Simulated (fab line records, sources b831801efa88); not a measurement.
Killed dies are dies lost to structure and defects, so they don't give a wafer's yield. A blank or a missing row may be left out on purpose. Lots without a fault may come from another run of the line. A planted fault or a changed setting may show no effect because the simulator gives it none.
Split-lot experiment | flow sky130 | 5 lots, 23 wafers read, on a route of 708 steps

THE SPLIT
At SKY_CAP2M_EXPOSE_09 (exposes mask CAP2M, target cd 1000 nm), the setting dose_mj was moved away from the recipe's 159 on 4 of the 23 wafers read, by -7.0% to +3.3%. The other wafers ran this setting at the recipe's value.

FROM THE SPLIT TO THE READING: what the file shows between them, 2 steps
- SKY_CAP2M_PEB_10
- SKY_CAP2M_DEVELOP_11: develop time 60 s

THE READING
CAP2M.cd_nm (the simulator's own value, which no gauge read), in nm, at SKY_CAP2M_METAL_ETCH_13 (etches TiN in Cl2/BCl3, stops on SiO2, target depth 220 nm, time 62.9 s). The file gives no usual value for it. The 19 wafers here that ran the recipe average 998.6 nm, standard deviation 3 nm.

wafer  | tool, chamber at the split | dose_mj as run | against the recipe | CAP2M.cd_nm, nm | against lot-mates on the recipe
L074.1 | iline_stepper-01, 0        | 159            | recipe             | 997             | -
L074.2 | iline_stepper-01, 0        | 159            | recipe             | 991             | -
L074.3 | iline_stepper-01, 0        | 159            | recipe             | 996.5           | -
L074.4 | iline_stepper-01, 0        | 159            | recipe             | 992.4           | -
L074.5 | iline_stepper-01, 0        | 159            | recipe             | 997.1           | -
L075.1 | iline_stepper-01, 0        | 159            | recipe             | 997.6           | -
L075.4 | iline_stepper-01, 0        | 159            | recipe             | 1000            | -
L075.5 | iline_stepper-01, 0        | 159            | recipe             | 1001            | -
L077.1 | iline_stepper-02, 0        | 147.8          | -7.0%              | 1020            | +19.9
L077.2 | iline_stepper-02, 0        | 159            | recipe             | 1002            | -
L077.4 | iline_stepper-02, 0        | 159            | recipe             | 1000            | -
L077.5 | iline_stepper-02, 0        | 147.8          | -7.0%              | 1022            | +21.9
L077.6 | iline_stepper-02, 0        | 159            | recipe             | 998.4           | -
L080.2 | iline_stepper-01, 0        | 159            | recipe             | 1000            | -
L080.3 | iline_stepper-01, 0        | 159            | recipe             | 999.2           | -
L080.4 | iline_stepper-01, 0        | 159            | recipe             | 998.9           | -
L080.5 | iline_stepper-01, 0        | 159            | recipe             | 998.5           | -
L080.6 | iline_stepper-01, 0        | 159            | recipe             | 998             | -
L084.1 | iline_stepper-02, 0        | 159            | recipe             | 1003            | -
L084.6 | iline_stepper-02, 0        | 159            | recipe             | 1003            | -
L084.2 | iline_stepper-02, 0        | 159            | recipe             | 1000            | -
L084.3 | iline_stepper-02, 0        | 164.3          | +3.3%              | 993.6           | -8.4
L084.5 | iline_stepper-02, 0        | 164.3          | +3.3%              | 989.4           | -12.6

THE FIT
A straight line over all 23 wafers: CAP2M.cd_nm changes by -2.96 nm for each +1% of dose_mj; r = -0.92; the points scatter about the line by 3.1 nm.
The same after taking each lot's own level away (the mean of its wafers on the recipe; 23 wafers): -3 nm for each +1%; r = -0.97; scatter 1.8 nm.
On that fit, the largest move of dose_mj shifts the reading by 21 nm.
The lots' own levels span 994.80 to 1002.00 nm, that is 2.4 times the standard deviation above.
So the lot-to-lot level changes the slope little: the two slopes agree.
Check: with one of the wafers moved furthest among these (-7.0%) left out of the fit, the line predicts +22 nm for it against its lot-mates. It came out at +19.9 nm against them.

OTHER SPLITS ON THESE WAFERS
These wafers also went through other splits before the reading. Each is held against what the fit with the lots' levels taken away leaves over:
other split on the same wafers | wafers away from the commonest value | r with CAP2M.cd_nm (lot level and that fit taken away)
SKY_VIA2_COAT_07 spin_rpm      | 5                                    | -0.21
SKY_VIA2_ETCH_15 time_s        | 7                                    | +0.05
SKY_VIA2_CVD_21 temp_c         | 12                                   | +0.17
SKY_CAPM_COAT_07 resist_thk_nm | 7                                    | +0.14
SKY_VIA3_CVD_21 pressure_torr  | 10                                   | +0.04
SKY_METAL4_SPUTTER_03 power_w  | 9                                    | -0.21

THE FILE'S OWN FIT
CAP2M.cd_nm changes by -2.96 nm for each +1% of dose_mj, r = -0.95.
